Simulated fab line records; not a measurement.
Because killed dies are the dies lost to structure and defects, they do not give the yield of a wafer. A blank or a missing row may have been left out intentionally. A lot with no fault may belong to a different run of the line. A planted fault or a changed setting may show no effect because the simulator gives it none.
fab line records	flow sky130
record: lots: 6	wafers: 18	lastDay: 50
route steps=708 shown LDD_N@239 PAD_OPEN@708
lots untouched by any fault: they come from a run of this same line in which no faults occurred
startH: the number of hours between the record's first day and the start of the first shown wafer of the lot	waitH: hours since the lot's step before	" repeats the value in the row above	L1.1+2: a row that stands for several wafers	- value missing, or start not given	* or withheld: withheld	< > ~ a bound
route shown NAME@n: NAME is a module with steps in the file, n the number in the route of the first one	usual: mean/standard deviation taken from wafers without a fault	same: alike in all rows	chamber/n: place in a boat	sites: the reading at each site	_std_site: how widely they spread, as a standard deviation	_edge_site: inner sites' mean taken away from outer sites' mean	radiusMm: how far each site lies from the wafer's centre	mask NAME#n: copy n	behind: the tool/chamber that last shaped the wafer	hold: cause of the lot's hold/its duration in hours/its outcome	device: which transistor (n, p or np) failed to switch	end of line: the tests these same wafers got at the end of their route	a step given without rows: its recipe and nothing more	killed: dies lost to structure and defects at the first sort, not the wafer's yield	map: a wafer's dies, marking killed ones x, the rest . and places with no die _
set.NAME: the setting the step ran with; set.NAME@STEP: the setting that earlier step ran with	model.NAME: the simulator's own value behind a step, which no gauge read
lots at selected steps of the route; one table per step, one row per wafer
services: when a tool's chamber went out of use (startH, in hours from the record's first day, below 0 if earlier), for how many hours, and the reason
== steps ==
step: SKY_LDD_N_COAT_02
recipe: resist: NOVOLAK	spinRpm: 3000	resistThkNm: 300
step: SKY_LDD_N_SOFTBAKE_03
recipe: tempC: 90	timeS: 60	resist: NOVOLAK
step: SKY_LDD_N_EXPOSE_04
recipe: maskId: NTM	targetCdNm: 840	na: 0.6	sourceShape: conventional	sigmaOuter: 0.6	doseMj: 110
step: SKY_LDD_N_PEB_05
recipe: tempC: withheld	timeS: *	resist: NOVOLAK
step: SKY_LDD_N_DEVELOP_06
recipe: developTimeS: 60	devTempC: 23
step: SKY_LDD_N_OVL_MEAS_07
usual: LDD_N_OVL: -0.2/1.3
lot.wafer	tool	chamber	startH	waitH	LDD_N_OVL[nm]
L710.1	overlay-01	-	430.00	0.1	-0.3
L710.3	"	-	"	"	0.4
L710.4	"	-	"	"	-0.4
L711.3	overlay-01	-	453.98	0.1	0.2
L711.5	"	-	"	"	1.2
L711.6	"	-	"	"	1.7
L714.1	overlay-01	-	476.12	0.1	1.5
L714.3	"	-	"	"	-0.6
L714.4	"	-	"	"	0.5
L724.1	overlay-02	-	564.07	0.1	-3.5
L724.3	"	-	"	"	-2.1
L724.6	"	-	"	"	-1.6
L725.2	overlay-02	-	565.41	0.1	-0.9
L725.5	"	-	"	"	1.6
L725.6	"	-	"	"	0.2
L729.1	overlay-02	-	600.60	0.1	-0.2
L729.5	"	-	"	"	-0.9
L729.6	"	-	"	"	1.7
step: SKY_LDD_N_IMPLANT_08
recipe: species: As	energyKev: 20	doseCm2: 7.5e+13	tiltDeg: withheld	rotationDeg: 23
step: SKY_LDD_N_IMPLANT_09
recipe: species: As	energyKev: 20	doseCm2: 7.5e+13	tiltDeg: withheld	rotationDeg: 113
step: SKY_LDD_N_IMPLANT_10
recipe: species: As	energyKev: 20	doseCm2: 7.5e+13	tiltDeg: withheld	rotationDeg: 203
step: SKY_LDD_N_IMPLANT_11
recipe: species: As	energyKev: 20	doseCm2: 7.5e+13	tiltDeg: withheld	rotationDeg: 293
step: SKY_LDD_N_IMPLANT_12
recipe: species: BF2	energyKev: 50	doseCm2: 5e+12	tiltDeg: 30	rotationDeg: 0
step: SKY_LDD_N_IMPLANT_13
recipe: species: BF2	energyKev: 50	doseCm2: 5e+12	tiltDeg: 30	rotationDeg: 90
step: SKY_LDD_N_IMPLANT_14
recipe: species: BF2	energyKev: 50	doseCm2: 5e+12	tiltDeg: 30	rotationDeg: 180
usual: doseIonsCm2: 5e+12/6.1e+09	endStationPressureTorr: 4.99e-06/2.8e-07	faradayCurrentUA: 28.2/0.57	rotationDeg: 180.00/0.043
lot.wafer	tool	chamber	startH	waitH	doseIonsCm2	endStationPressureTorr	faradayCurrentUA	rotationDeg
L710.1	implanter-01	0	430.93	0.1	5e+12	4.68e-06	29.1	180.00
L710.3	"	0	"	"	4.995e+12	5.15e-06	27.6	179.99
L710.4	"	0	"	"	5e+12	4.95e-06	27.1	180.01
L711.3	implanter-01	0	454.95	0.1	4.5255e+13	5.26e-06	255.4	180.05
L711.5	"	0	"	"	4.5248e+13	5.25e-06	254.3	180.00
L711.6	"	0	"	"	4.5254e+13	5.08e-06	258.4	180.02
L714.1	implanter-01	0	477.05	0.1	4.5249e+13	4.44e-06	257.0	179.97
L714.3	"	0	"	"	4.525e+13	5.8e-06	256.5	180.04
L714.4	"	0	"	"	4.524e+13	4.82e-06	252.8	179.94
L724.1	implanter-01	0	565.00	0.1	4.991e+12	5.29e-06	27.0	179.94
L724.3	"	0	"	"	4.999e+12	4.95e-06	28.2	179.98
L724.6	"	0	"	"	4.996e+12	4.86e-06	27.4	180.02
L725.2	implanter-04	0	566.36	0.1	4.996e+12	4.85e-06	27.3	180.01
L725.5	"	0	"	"	4.992e+12	4.64e-06	28.7	180.00
L725.6	"	0	"	"	4.995e+12	4.81e-06	28.4	180.00
L729.1	implanter-03	0	601.54	0.1	5.007e+12	5.01e-06	28.5	180.01
L729.5	"	0	"	"	5.005e+12	4.78e-06	27.5	180.00
L729.6	"	0	"	"	5.01e+12	5.35e-06	27.5	180.00
step: SKY_LDD_N_IMPLANT_15
recipe: species: BF2	energyKev: 50	doseCm2: 5e+12	tiltDeg: 30	rotationDeg: 270
step: SKY_LDD_N_STRIP_16
recipe: chemistry: O2/N2	powerW: 1400	pressureMtorr: 1500	platenTempC: withheld	o2FlowSccm: 3000	n2FlowSccm: 300	overashFraction: 0.5
usual: drypumpMotorCurrentA: 5.4/0.47	oesProductAu: 0.407/0.0045	stripTimeToEndpointS: 4.319/0.014
lot.wafer	tool	chamber	startH	waitH	drypumpMotorCurrentA	oesProductAu	rfHoursCounterH	stripTimeToEndpointS
L710.1	plasmaAsher-02	0	431.23	0.1	4.9	0.410	0	4.323
L710.3	"	0	"	"	4.9	0.413	-	4.328
L710.4	"	1	"	"	5.6	0.419	-	4.345
L711.3	plasmaAsher-02	0	455.24	0.1	5.0	0.406	-	4.411
L711.5	"	1	"	"	5.6	0.400	-	4.427
L711.6	"	0	"	"	4.9	0.412	-	4.424
L714.1	plasmaAsher-02	1	477.35	0.1	5.5	0.411	5	4.410
L714.3	"	0	"	"	4.9	0.402	-	4.415
L714.4	"	1	"	"	5.5	0.411	-	4.407
L724.1	plasmaAsher-02	0	565.30	0.1	4.9	0.399	13	4.320
L724.3	"	0	"	"	4.9	0.403	-	4.316
L724.6	"	0	"	"	5.0	0.417	-	4.313
L725.2	plasmaAsher-01	0	566.64	0.1	4.9	0.399	76	4.319
L725.5	"	0	"	"	4.9	0.398	-	4.306
L725.6	"	1	"	"	6.1	0.403	-	4.297
L729.1	plasmaAsher-02	1	601.84	0.1	5.5	0.404	18	4.340
L729.5	"	0	"	"	4.9	0.405	-	4.352
L729.6	"	1	"	"	5.5	0.411	-	4.320
step: SKY_LDD_N_TW_MEAS_17
usual: LDD_N_TW: 2585/29
lot.wafer	tool	chamber	startH	waitH	LDD_N_TW
L710.1	filmMetro-02	-	431.33	0.1	2560
L710.3	"	-	"	"	2559
L710.4	"	-	"	"	2558
L711.3	filmMetro-04	-	455.32	0.1	2641
L711.5	"	-	"	"	2643
L711.6	"	-	"	"	2642
L714.1	filmMetro-04	-	477.45	0.1	2666
L714.3	"	-	"	"	2653
L714.4	"	-	"	"	2680
L724.1	filmMetro-02	-	565.40	0.1	2535
L724.3	"	-	"	"	2538
L724.6	"	-	"	"	2540
L725.2	filmMetro-03	-	566.75	0.1	2584
L725.5	"	-	"	"	2575
L725.6	"	-	"	"	2591
L729.1	filmMetro-03	-	601.94	0.1	2571
L729.5	"	-	"	"	2558
L729.6	"	-	"	"	2564
step: SKY_PAD_OPEN_PROBE_99
lot.wafer	tool	chamber	startH	waitH	model.etest.nfet_01v8.rOnOhmUm	model.etest.nfet_01v8_lvt.driveUaUm	model.etest.nfet_01v8.driveUaUm	model.etest.nfet_01v8_swapped.driveUaUm	model.etest.sramNfetPass.driveUaUm	model.etest.nfet_01v8_turned.driveUaUm	model.etest.tipN.rsOhmSq	model.etest.resNdiff.lineOhmUm
L710.1	prober-02	-	1102.77	0.1	859.6	538.7	476.6	473.3	461.7	474.1	446.1	773.8
L710.3	prober-02	-	1102.87	0.2	851.6	550.2	481.6	477	469.4	478.2	449	781.7
L711.3	prober-02	-	1111.00	0.2	1150	304.4	272.3	274.1	271.8	379.1	523.3	796.1
L711.6	prober-02	-	1111.15	0.2	1139	300.5	274.3	272	281.4	378.8	520	813.6
L714.1	prober-01	-	1129.97	0.1	1106	318.9	290.1	289.3	274.1	400.4	513.1	791
L714.3	prober-01	-	1130.07	0.2	1076	324.7	294.9	301.3	289.1	410	513	802.9
L714.4	prober-01	-	1130.12	0.2	1124	315.9	288	293.4	282	394.7	511.5	790.3
L724.1	prober-01	-	1187.27	0.1	853	559	499.8	495.8	496.6	498.4	444.8	764.8
L724.3	prober-01	-	1187.37	0.2	822.4	581.4	509.3	510.3	500.3	510.7	442.6	768.5
L725.2	prober-02	-	1188.37	0.1	812.1	582.1	510.9	509.3	501.9	511.6	444.4	754.2
L725.6	prober-02	-	1188.57	0.2	828.5	576.9	501.6	505.5	486.9	505.7	442.8	748.9
L729.6	prober-02	-	1204.21	0.2	814.5	583.3	514.6	515.6	492	511.2	448	772.6
killed by level:class
L710.1 CONTACT:geometricParticle:open=14 VIA1:geometricParticle:open=10 METAL1:geometricParticle:short=8 LOCAL_INTERCONNECT:geometricParticle:short=5 VIA2:geometricParticle:open=5 FIELD_ISO:geometricParticle:short=4 LI_CONTACT:geometricParticle:short=4 CONTACT:geometricParticle:short=4
L710.3 CONTACT:geometricParticle:open=13 VIA1:geometricParticle:open=11 VIA2:geometricParticle:open=8 METAL1:geometricParticle:short=6 LOCAL_INTERCONNECT:geometricParticle:short=5 CONTACT:geometricParticle:short=5 LI_CONTACT:geometricParticle:open=4 VIA2:geometricParticle:short=3
L714.1 VIA1:geometricParticle:open=13 METAL2:geometricParticle:short=9 VIA2:geometricParticle:open=7 CONTACT:geometricParticle:open=6 VIA3:geometricParticle:open=6 LOCAL_INTERCONNECT:geometricParticle:short=5 METAL4:geometricParticle:short=5 FIELD_ISO:geometricParticle:open=4
L714.3 VIA1:geometricParticle:open=13 VIA3:geometricParticle:open=9 FIELD_ISO:geometricParticle:short=6 POLY_GATE:geometricParticle:short=6 LI_CONTACT:geometricParticle:open=6 CONTACT:geometricParticle:open=6 VIA2:geometricParticle:short=6 FIELD_ISO:geometricParticle:open=5
L714.4 VIA1:geometricParticle:open=11 VIA2:geometricParticle:open=11 METAL2:geometricParticle:short=9 VIA3:geometricParticle:open=9 LI_CONTACT:geometricParticle:open=8 CONTACT:geometricParticle:short=6 FIELD_ISO:geometricParticle:short=5 LI_CONTACT:geometricParticle:short=5
L724.1 VIA2:geometricParticle:open=12 METAL1:geometricParticle:short=9 LI_CONTACT:geometricParticle:open=7 VIA1:geometricParticle:short=6 VIA3:geometricParticle:open=6 VIA2:geometricParticle:short=5 METAL2:geometricParticle:short=5 VIA1:geometricParticle:open=4
L724.3 VIA2:geometricParticle:open=13 CONTACT:geometricParticle:short=10 CONTACT:geometricParticle:open=10 VIA1:geometricParticle:open=9 METAL1:geometricParticle:short=8 LOCAL_INTERCONNECT:geometricParticle:short=8 POLY_GATE:geometricParticle:open=5 LI_CONTACT:geometricParticle:short=5
L725.2 CONTACT:geometricParticle:open=8 VIA3:geometricParticle:open=8 METAL1:geometricParticle:short=6 CONTACT:geometricParticle:short=5 VIA1:geometricParticle:short=5 VIA2:geometricParticle:short=5 VIA2:geometricParticle:open=5 LI_CONTACT:geometricParticle:open=4
L725.6 CONTACT:geometricParticle:open=12 CONTACT:geometricParticle:short=6 METAL1:geometricParticle:short=6 VIA3:geometricParticle:open=6 LI_CONTACT:geometricParticle:open=5 VIA1:geometricParticle:open=5 FIELD_ISO:geometricParticle:short=3 LI_CONTACT:geometricParticle:short=3
L729.6 VIA1:geometricParticle:open=12 CONTACT:geometricParticle:open=11 VIA3:geometricParticle:open=10 LI_CONTACT:geometricParticle:open=8 METAL1:geometricParticle:short=8 VIA1:geometricParticle:short=6 VIA2:geometricParticle:open=5 LI_CONTACT:geometricParticle:short=4
== services ==
tool	chamber	startH	hours	kind
implanter-03	-	408.45	14.1	pm
implanter-01	-	410.30	12.7	repair
plasmaAsher-02	-	416.88	3.7	repair
plasmaAsher-02	-	421.25	9.0	pm
plasmaAsher-02	0	421.25	9.0	ventCycle
plasmaAsher-02	1	421.25	9.0	ventCycle
plasmaAsher-02	0	430.25	-	clean
plasmaAsher-02	1	430.25	-	clean
implanter-03	-	450.43	6.2	pm
plasmaAsher-02	-	478.98	2.8	pm
implanter-04	-	486.03	4.5	repair
implanter-03	-	514.47	2.1	repair
implanter-03	-	516.10	4.0	repair
plasmaAsher-02	-	544.48	4.2	repair
implanter-03	-	557.72	2.2	repair
implanter-01	-	573.25	3.6	pm
implanter-03	-	575.96	3.6	repair
== key ==
firstSign: step: SKY_LDD_N_IMPLANT_14	reading: doseIonsCm2	direction: up	sigmas: 99+	usual: *	struck: *
effect: step: SKY_LDD_N_IMPLANT_14	reading: faradayCurrentUA	direction: up	sigmas: 99+	usual: 28.2	struck: 255.7
effect: step: SKY_LDD_N_STRIP_16	reading: stripTimeToEndpointS	direction: up	sigmas: 6.9	usual: *	struck: *
effect: step: SKY_LDD_N_TW_MEAS_17	reading: LDD_N_TW	direction: up	sigmas: 2.4	usual: 2585	struck: 2654
modelEffect: step: SKY_PAD_OPEN_PROBE_99	value: etest.nfet_01v8.rOnOhmUm	without: 817.4	struck: 1119
metAt SKY_LDD_N_IMPLANT_14
struckWafers L711.3,L711.5,L711.6,L714.1,L714.3,L714.4
sortLeftOut L711.3,L711.5,L711.6
testerLeftOut L711,L714
onsetBetween 430.93 454.95
fault: kind: processParameterDrift	tool: implanter-01	chamber: -	onsetH: 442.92	steps: SKY_LDD_N_IMPLANT_14	channel: doseCm2	offset: *	shape: step	endH: 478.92	actsIn: *	stated: *
testerLeftOut: of these lots the tester's yield and bins aren't shown, on N5 and GAA mostly nor the transistor test; their killed dies are dies lost to structure and defects alone, not to doping, threshold or leakage, so they don't give the yield
sortLeftOut: the simulated sort isn't trusted on such a fault, so these wafers' sort isn't shown, and their yield isn't known
